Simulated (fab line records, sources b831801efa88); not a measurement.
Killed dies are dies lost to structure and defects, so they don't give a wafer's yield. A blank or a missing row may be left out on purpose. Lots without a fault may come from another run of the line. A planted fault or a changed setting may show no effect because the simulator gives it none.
One fault seen from 2 desks | flow gf180mcu | each desk has only its own numbers; what lay behind them comes last

THE METROLOGY DESK
What the gauges read, lot by lot, whatever tool the lot ran on: means of the sampled wafers that have a number. A lot is out of limits, marked OUT, if its mean lies more than 4 standard deviations from the usual mean; the brackets give that distance.
Columns: A = V3_CVD_02_THK at GF_V3_THK_MEAS_03, usual 852 nm; B = V4_CVD_00_THK at GF_V4_THK_MEAS_01, usual 601 nm; C = M5_OVL at GF_M5_OVL_MEAS_08, usual 2 nm; D = V5_CVD_02_THK at GF_V5_THK_MEAS_03, usual 1449 nm
lot  | first seen here | A   | B   | C  | D
L196 | day 21 16:33    | 858 | 595 | -2 | 1468
L197 | day 22 07:48    | 845 | 591 | 2  | 1447
L198 | day 22 12:32    | 856 | 594 | -2 | 1433
L199 | day 22 22:31    | 844 | 604 | 5  | 1430
L201 | day 23 10:26    | 854 | 598 | 10 | 1456
L203 | day 24 06:12    | 856 | 604 | 2  | 1467
L204 | day 24 12:54    | 849 | 601 | 0  | 1461
L205 | day 25 03:50    | 867 | 601 | 4  | 1438
L206 | day 25 11:11    | 850 | 604 | 1  | 1438
L209 | day 26 07:24    | 851 | 599 | 6  | 1457
L210 | day 26 13:43    | 842 | 584 | 3  | 1473
L211 | day 26 23:35    | 850 | 610 | -1 | 1455
L216 | day 28 07:20    | 849 | 598 | 4  | 1190 (-13) OUT
This desk's finding: out of limits on L216; first on L216, day 32 09:12 (V5_CVD_02_THK at GF_V5_THK_MEAS_03). In limits: L196, L197, L198, L199, L201, L203, L204, L205, L206, L209, L210, L211.

THE TOOL OWNER'S DESK: pecvd-02
The tool's own readings at GF_V5_CVD_02 (deposits SiO2 from TEOS, target thk 1450 nm, time 163.28 s): means of the sampled wafers that have a number, for each lot that ran on this tool. A lot is out of limits, marked OUT, if its mean lies more than 4 standard deviations from the usual mean; the brackets give that distance.
Columns: A = heater_power_w at GF_V5_CVD_02, usual 629 W; B = rf_fwd_power_W at GF_V5_CVD_02, usual 597.7 W
lot  | first seen here | A   | B
L196 | day 26 15:50    | 557 | 598.9
L197 | day 27 03:00    | 591 | 597.5
L198 | day 27 07:02    | 605 | 599.1
L201 | day 28 01:48    | 647 | 597.3
L205 | day 29 15:45    | 500 | 595.2
L211 | day 31 04:47    | 532 | 596.4
L216 | day 32 09:05    | 734 | 597.6
This desk's finding: nothing out of limits on any of the 7 lots.

PUT TOGETHER
The metrology desk could have raised an alarm at day 32 09:12, on L216.
The tool owner's desk saw nothing out of limits.
The tool owner's desk has L216 on record, within its limits.
Of the lots named, all ran GF_V5_CVD_02 on pecvd-02.

WHAT THE SIMULATOR HAD PUT IN
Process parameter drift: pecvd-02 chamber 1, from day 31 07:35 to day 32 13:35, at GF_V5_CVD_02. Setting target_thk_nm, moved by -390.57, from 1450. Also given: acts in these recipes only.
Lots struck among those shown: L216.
Hours from the fault's start to each desk's first reading out of limits: the metrology desk, 26.
